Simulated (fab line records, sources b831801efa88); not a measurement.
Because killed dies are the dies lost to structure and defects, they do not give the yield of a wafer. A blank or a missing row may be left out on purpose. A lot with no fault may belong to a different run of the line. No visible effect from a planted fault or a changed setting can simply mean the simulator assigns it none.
Which tool did it? || flow sky130 || 15 lots (45 wafers sampled), 1 step of a 708-step route

## WHAT THE GAUGES SHOWED, per wafer
SKY_VIA3_CD_MEAS_12: the cd target is 200 nm. Usual: cd nm 200.2 nm, standard deviation 1.3.
{"lot": "L177", "measured": "day 39 16:03", "on": "cd sem-02", "cd nm (nm)": "202.4 203.2 200.3", "flag": ""}
{"lot": "L178", "measured": "day 40 03:56", "on": "cd sem-01", "cd nm (nm)": "199.4 198.5 197.7", "flag": ""}
{"lot": "L179", "measured": "day 40 11:08", "on": "cd sem-01", "cd nm (nm)": "199.6 200.7 200.0", "flag": ""}
{"lot": "L180", "measured": "day 40 12:11", "on": "cd sem-02", "cd nm (nm)": "200.2 200.5 201.9", "flag": ""}
{"lot": "L181", "measured": "day 40 21:38", "on": "cd sem-02", "cd nm (nm)": "201.7 201.2 201.1", "flag": ""}
{"lot": "L182", "measured": "day 41 05:50", "on": "cd sem-02", "cd nm (nm)": "200.6 200.6 200.4", "flag": ""}
{"lot": "L183", "measured": "day 41 13:56", "on": "cd sem-01", "cd nm (nm)": "199.5 199.6 199.3", "flag": ""}
{"lot": "L184", "measured": "day 41 19:08", "on": "cd sem-01", "cd nm (nm)": "201.8 201.4 201.0", "flag": ""}
{"lot": "L187", "measured": "day 43 00:01", "on": "cd sem-01", "cd nm (nm)": "199.3 199.0 198.2", "flag": ""}
{"lot": "L188", "measured": "day 43 11:50", "on": "cd sem-01", "cd nm (nm)": "200.7 199.0 199.4", "flag": ""}
{"lot": "L189", "measured": "day 43 17:53", "on": "cd sem-02", "cd nm (nm)": "200.8 199.9 200.2", "flag": ""}
{"lot": "L197", "measured": "day 45 04:14", "on": "cd sem-02", "cd nm (nm)": "200.1 198.2 198.2", "flag": ""}
{"lot": "L198", "measured": "day 45 16:45", "on": "cd sem-01", "cd nm (nm)": "200.5 202.0 201.3", "flag": ""}
{"lot": "L199", "measured": "day 45 19:06", "on": "cd sem-01", "cd nm (nm)": "198.0 198.4 198.4", "flag": ""}
{"lot": "L200", "measured": "day 46 06:56", "on": "cd sem-02", "cd nm (nm)": "200.4 200.5 201.1", "flag": ""}

## WHAT TOOL EACH LOT RAN ON (gives the tool, then ch and the chambers of the sampled wafers, and finally the start)
Record: no process step prior to these readings.

## AS READ BY THE TOOLS THEMSELVES (means over the sampled wafers that have a number; for cases with no such wafer, the mark the record gives instead)
The record holds no such reading with a usual standard deviation.

## THE ANSWER, worked out from the rows above alone
Rule: take the mean of a lot's wafers that have a number; if it is more than 3 standard deviations from the usual mean, the lot is off. Also off: a lot with no number at a reading for which 4 or more lots have one. All remaining lots with rows at the step are treated as sound. After the gauges, taken in route order, come the tools' own readings; for these a lot's mean is taken, as printed above. At the first step where some lot is off, the reading lying furthest off is the one used; lots without a number count as furthest.
Nothing can be told from this: no lot is off at any reading shown.

## WHAT THE SIMULATOR HAD INSERTED
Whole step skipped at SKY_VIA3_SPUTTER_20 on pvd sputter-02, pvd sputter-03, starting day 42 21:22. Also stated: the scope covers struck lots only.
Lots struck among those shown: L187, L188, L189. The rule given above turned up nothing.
